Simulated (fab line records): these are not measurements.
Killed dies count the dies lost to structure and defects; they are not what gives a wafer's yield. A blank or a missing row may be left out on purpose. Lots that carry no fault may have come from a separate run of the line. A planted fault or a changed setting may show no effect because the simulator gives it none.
Which tool was responsible? | flow gf180mcu | Sampling: 14 lots, 42 wafers, 5 of 602 route steps

== WHAT THE GAUGES SHOWED, per wafer ==
GF_STI_CD_MEAS_12: the cd target is 220 nm. Usual: cdNm 219.7 nm, standard deviation 1.2.
lot  | measured    | on       | cdNm (nm)         | flag
L314 | day 2 08:23 | cdSem-01 | 218.0 218.7 219.3 | 
L315 | day 2 11:40 | cdSem-01 | 220.2 220.1 220.1 | 
L316 | day 2 16:14 | cdSem-02 | 220.6 220.9 220.7 | 
L317 | day 2 21:26 | cdSem-02 | 219.9 219.2 218.6 | 
L320 | day 3 13:44 | cdSem-01 | 218.6 217.0 217.2 | 
L321 | day 3 17:38 | cdSem-02 | 219.8 219.0 219.6 | 
L323 | day 4 04:53 | cdSem-01 | 219.8 219.4 220.1 | 
L324 | day 4 11:19 | cdSem-02 | 219.8 218.0 217.4 | 
L329 | day 5 11:00 | cdSem-02 | 218.3 217.3 218.8 | 
L330 | day 5 17:58 | cdSem-01 | 220.8 221.7 219.8 | 
L332 | day 6 05:34 | cdSem-02 | 220.3 220.3 219.3 | 
L333 | day 6 12:43 | cdSem-01 | 218.9 220.2 218.5 | 
L335 | day 6 20:36 | cdSem-02 | 220.9 220.9 219.4 | 
L336 | day 7 03:04 | cdSem-01 | 221.0 220.5 221.3 | 

GF_STI_THK_MEAS_22. Usual: STI_OXIDATION_01_THK gives 14.72 nm (standard deviation 0.27).
lot  | measured    | on           | STI_OXIDATION_01_THK (nm) | flag
L314 | day 2 10:14 | filmMetro-04 | 14.83 14.83 14.87         | 
L315 | day 2 15:01 | filmMetro-04 | 14.85 14.64 14.59         | 
L316 | day 2 18:39 | filmMetro-01 | 14.55 14.51 14.48         | 
L317 | day 2 23:47 | filmMetro-04 | 14.38 14.32 14.54         | 
L320 | day 3 15:35 | filmMetro-03 | 14.47 14.53 14.67         | 
L321 | day 3 21:00 | filmMetro-04 | 14.79 14.84 14.77         | 
L323 | day 4 06:44 | filmMetro-03 | 14.54 14.42 14.39         | 
L324 | day 4 13:40 | filmMetro-01 | 15.62 15.40 15.38         | 
L329 | day 5 15:34 | filmMetro-04 | 14.76 14.58 14.64         | 
L330 | day 5 23:54 | filmMetro-03 | 15.29 15.27 15.26         | 
L332 | day 6 11:50 | filmMetro-03 | 14.86 14.93 14.84         | 
L333 | day 6 17:28 | filmMetro-01 | 14.81 14.85 14.83         | 
L335 | day 6 22:35 | filmMetro-04 | 14.98 14.84 14.96         | 
L336 | day 7 05:17 | filmMetro-01 | 14.89 14.66 14.76         | 

GF_DNWELL_TW_MEAS_09. Usual: DNWELL_TW gives 1360 (standard deviation 10).
lot  | measured    | on           | DNWELL_TW                     | flag
L314 | day 3 02:28 | filmMetro-04 | 1350 1359 1352                | 
L315 | day 3 07:16 | filmMetro-02 | 1365 1356 1347                | 
L316 | day 3 10:15 | filmMetro-01 | 1355 1357 1354                | 
L317 | day 3 15:41 | filmMetro-01 | 1362 1356 1359                | 
L320 | day 4 07:22 | filmMetro-01 | 1346 1355 1341                | 
L321 | day 4 13:12 | filmMetro-04 | 1363 1365 1374                | 
L323 | day 5 00:48 | filmMetro-04 | 1351 1364 1356                | 
L324 | day 5 06:02 | filmMetro-04 | 1364 1369 1365                | 
L329 | day 6 09:01 | filmMetro-02 | 1449 1459 1459 1464 1452 1456 | OFF
L330 | day 6 21:10 | filmMetro-04 | 1486 1485 1478 1478 1480 1484 | OFF
L332 | day 7 08:31 | filmMetro-01 | 1360 1357 1356                | 
L333 | day 7 11:07 | filmMetro-02 | 1346 1354 1354                | 
L335 | day 7 16:34 | filmMetro-01 | 1370 1368 1370                | 
L336 | day 8 01:36 | filmMetro-01 | 1349 1351 1347                | 

GF_LVPWELL_OVL_MEAS_07. Usual: LVPWELL_OVL gives 0.6 nm (standard deviation 1.1).
lot  | measured    | on         | LVPWELL_OVL (nm) | flag
L314 | day 4 04:50 | overlay-01 | 1.1 0.3 1.2      | 
L315 | day 4 10:13 | overlay-01 | -0.4 -0.2 1.1    | 
L316 | day 4 13:16 | overlay-01 | 0.4 -1.4 -0.8    | 
L317 | day 4 18:20 | overlay-01 | -0.7 -0.3 -0.6   | 
L320 | day 5 11:19 | overlay-01 | 2.1 1.4 0.5      | 
L321 | day 5 17:19 | overlay-01 | 0.9 1.1 -1.3     | 
L323 | day 6 04:30 | overlay-02 | -0.2 2.5 0.8     | 
L324 | day 6 10:02 | overlay-02 | 1.0 2.5 2.3      | 
L329 | day 7 14:36 | overlay-02 | 2.0 1.4 0.7      | 
L330 | day 8 04:58 | overlay-01 | 1.3 1.8 2.3      | 
L332 | day 8 17:43 | overlay-02 | 1.1 0.1 0.7      | 
L333 | day 8 20:02 | overlay-02 | 1.8 2.1 1.2      | 
L335 | day 9 00:22 | overlay-01 | -1.8 -0.7 -2.2   | 
L336 | day 9 11:14 | overlay-02 | 0.1 -0.3 -1.0    | 

== EACH LOT AND THE TOOL THAT RAN IT (in order: tool; ch and the chambers of the sampled wafers; start) ==
lot  | GF_DNWELL_IMPLANT_07
L314 | implanter-02 ch 0, day 3 02:13
L315 | implanter-04 ch 0, day 3 07:01
L316 | implanter-02 ch 0, day 3 10:01
L317 | implanter-01 ch 0, day 3 15:26
L320 | implanter-04 ch 0, day 4 07:07
L321 | implanter-01 ch 0, day 4 12:58
L323 | implanter-02 ch 0, day 5 00:34
L324 | implanter-04 ch 0, day 5 05:47
L329 | implanter-02 ch 0, day 6 08:47
L330 | implanter-02 ch 0, day 6 20:55
L332 | implanter-04 ch 0, day 7 08:16
L333 | implanter-04 ch 0, day 7 10:52
L335 | implanter-01 ch 0, day 7 16:20
L336 | implanter-04 ch 0, day 8 01:22
- GF_DNWELL_IMPLANT_07

== AS READ BY THE TOOLS THEMSELVES (means over the sampled wafers that have a number; for cases with no such wafer, the mark the record gives instead) ==
GF_DNWELL_IMPLANT_07. Usual: doseIonsCm2 1.0002e+13, standard deviation 1e+10; faradayCurrentUA 56.5, standard deviation 1.1; tiltDeg -0.001 degrees, standard deviation 0.021.
lot  | tool         | doseIonsCm2 | faradayCurrentUA | tiltDeg (degrees) | flag
L314 | implanter-02 | 1.0002e+13  | 56.8             | 0.012             | 
L315 | implanter-04 | 9.9997e+12  | 57.7             | 0.019             | 
L316 | implanter-02 | 1.0002e+13  | 57.0             | 0.014             | 
L317 | implanter-01 | 1.0010e+13  | 57.2             | -0.030            | 
L320 | implanter-04 | 9.9947e+12  | 56.5             | 0.001             | 
L321 | implanter-01 | 1.0012e+13  | 55.4             | 0.009             | 
L323 | implanter-02 | 1.0011e+13  | 56.8             | 0.010             | 
L324 | implanter-04 | 1.0003e+13  | 56.1             | -0.006            | 
L329 | implanter-02 | 1.2600e+13  | 72.5             | 0.007             | OFF
L330 | implanter-02 | 1.2604e+13  | 72.3             | -0.017            | OFF
L332 | implanter-04 | 9.9887e+12  | 57.1             | -0.005            | 
L333 | implanter-04 | 1.0004e+13  | 55.9             | -0.019            | 
L335 | implanter-01 | 1.0014e+13  | 57.0             | -0.010            | 
L336 | implanter-04 | 1.0004e+13  | 54.8             | -0.030            | 

== THE ANSWER, worked out from the rows above alone ==
Rule: lot off if the mean of its wafers having a number is beyond 3 standard deviations from the usual mean. Also off: a lot with no number at a reading for which 4 or more lots have one. Any other lot the step has rows for is counted as sound. After the gauges, taken in route order, come the tools' own readings; for these a lot's mean is taken, as printed above. The first step at which some lot is off is used, and at that step the reading that is off furthest; a lot without a number counts as furthest.
Off: L329, L330, at GF_DNWELL_TW_MEAS_09 (DNWELL_TW).
If a tool, at a process step before that reading, ran all the lots that are off and no sound lot after the first of them, it fits. The gauges at GF_DNWELL_TW_MEAS_09 aren't tried: what is off there is off at GF_DNWELL_IMPLANT_07 too, on other tools, and a gauge's error can't cause that. One candidate fits, namely implanter-02 at GF_DNWELL_IMPLANT_07. A fault onset in the window from L323 (day 5 00:34, its last sound lot) to L329 (day 6 08:47, its first lot off) fits.
The tool's own readings at GF_DNWELL_IMPLANT_07 bear it out: on the lots that are off they differ by more than 5 times the standard deviation of the sound lots' means. doseIonsCm2 reads 1.2602e+13 there against 1.0004e+13 on the sound lots; faradayCurrentUA reads 72.4 there against 56.5 on the sound lots.

== WHAT WAS PUT IN BY THE SIMULATOR ==
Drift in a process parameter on implanter-02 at GF_DNWELL_IMPLANT_07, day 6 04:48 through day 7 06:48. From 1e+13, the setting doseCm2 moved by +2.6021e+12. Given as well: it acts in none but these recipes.
Lots struck among those shown: L329, L330. Same finding as the rule above.
